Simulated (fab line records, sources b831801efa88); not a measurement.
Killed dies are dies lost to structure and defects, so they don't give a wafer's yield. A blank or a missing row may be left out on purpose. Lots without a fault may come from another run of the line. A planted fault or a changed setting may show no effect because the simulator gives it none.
Which tool did it? | flow gf180mcu | 7 lots, 21 wafers sampled, at 4 steps of a route of 602

WHAT THE GAUGES READ, wafer by wafer
GF_VT_IMPLANT_TW_MEAS_10.
lot  | measured    | on            | VT_IMPLANT_TW
L499 | day 5 18:40 | film_metro-03 | 567.6 568.4 569.6
L501 | day 6 09:13 | film_metro-03 | 563.6 563.1 562.7
L504 | day 7 01:44 | film_metro-02 | 564.1 568.0 564.0
L506 | day 7 23:07 | film_metro-02 | 566.3 567.5 567.2
L509 | day 8 21:45 | film_metro-02 | 567.9 568.4 564.7
L512 | day 9 11:22 | film_metro-02 | 563.7 564.9 565.1
L514 | day 9 19:19 | film_metro-01 | 29.8 30.0 29.7

WHICH TOOL RAN EACH LOT (tool, then ch and the chambers of the sampled wafers, then the start)
lot  | GF_DNWELL_STRIP_08                  | GF_MVPSD_STRIP_10                   | GF_VT_IMPLANT_STRIP_09
L499 | plasma_asher-01 ch 0,1, day 3 00:10 | plasma_asher-02 ch 0,1, day 5 04:26 | plasma_asher-03 ch 0,1, day 5 18:34
L501 | plasma_asher-02 ch 1, day 3 10:52   | plasma_asher-02 ch 0,1, day 5 17:43 | plasma_asher-03 ch 0,1, day 6 09:04
L504 | plasma_asher-01 ch 0,1, day 4 02:10 | plasma_asher-01 ch 0,1, day 6 10:38 | plasma_asher-03 ch 0,1, day 7 01:38
L506 | plasma_asher-02 ch 0,1, day 4 19:30 | plasma_asher-03 ch 0, day 7 07:34   | plasma_asher-03 ch 0,1, day 7 23:00
L509 | plasma_asher-03 ch 1, day 5 13:34   | plasma_asher-01 ch 0, day 8 04:53   | plasma_asher-03 ch 0,1, day 8 21:39
L512 | plasma_asher-02 ch 0,1, day 6 02:45 | plasma_asher-01 ch 0,1, day 8 17:49 | plasma_asher-01 ch 1, day 9 11:16
L514 | plasma_asher-02 ch 0,1, day 6 09:22 | plasma_asher-03 ch 0,1, day 9 01:43 | plasma_asher-01 ch 0,1, day 9 19:13
- GF_DNWELL_STRIP_08: strips in O2/N2.
- GF_MVPSD_STRIP_10: strips in O2/N2.
- GF_VT_IMPLANT_STRIP_09: strips in O2/N2.

THE ANSWER, worked out from the rows above alone
Rule: what is usual is taken from the lots themselves. Put in order of their means at a reading, lots are off if they are a third of the lots or fewer, leave a main group of 4 or more, and stand apart from it by a gap of 3 or more times the standard deviation of the main group's means; of several such gaps the widest counts. A main group whose means are all the same, to the digits that the tables above print for the reading, isn't used. A lot without any number at a reading at which 4 lots or more have one is off too. The other lots that the step has rows for count as sound.
Off: L514, at GF_VT_IMPLANT_TW_MEAS_10 (VT_IMPLANT_TW). The main group: mean 565.9, standard deviation 1.8.
A tool fits if, at a process step before that reading, it ran every lot that is off, and no sound lot after the first of them. The gauges at GF_VT_IMPLANT_TW_MEAS_10 are tried like those tools. Can't be told from this: 4 tools fit, plasma_asher-02 at GF_DNWELL_STRIP_08, plasma_asher-03 at GF_MVPSD_STRIP_10, plasma_asher-01 at GF_VT_IMPLANT_STRIP_09, film_metro-01 at GF_VT_IMPLANT_TW_MEAS_10.

WHAT THE SIMULATOR HAD PUT IN
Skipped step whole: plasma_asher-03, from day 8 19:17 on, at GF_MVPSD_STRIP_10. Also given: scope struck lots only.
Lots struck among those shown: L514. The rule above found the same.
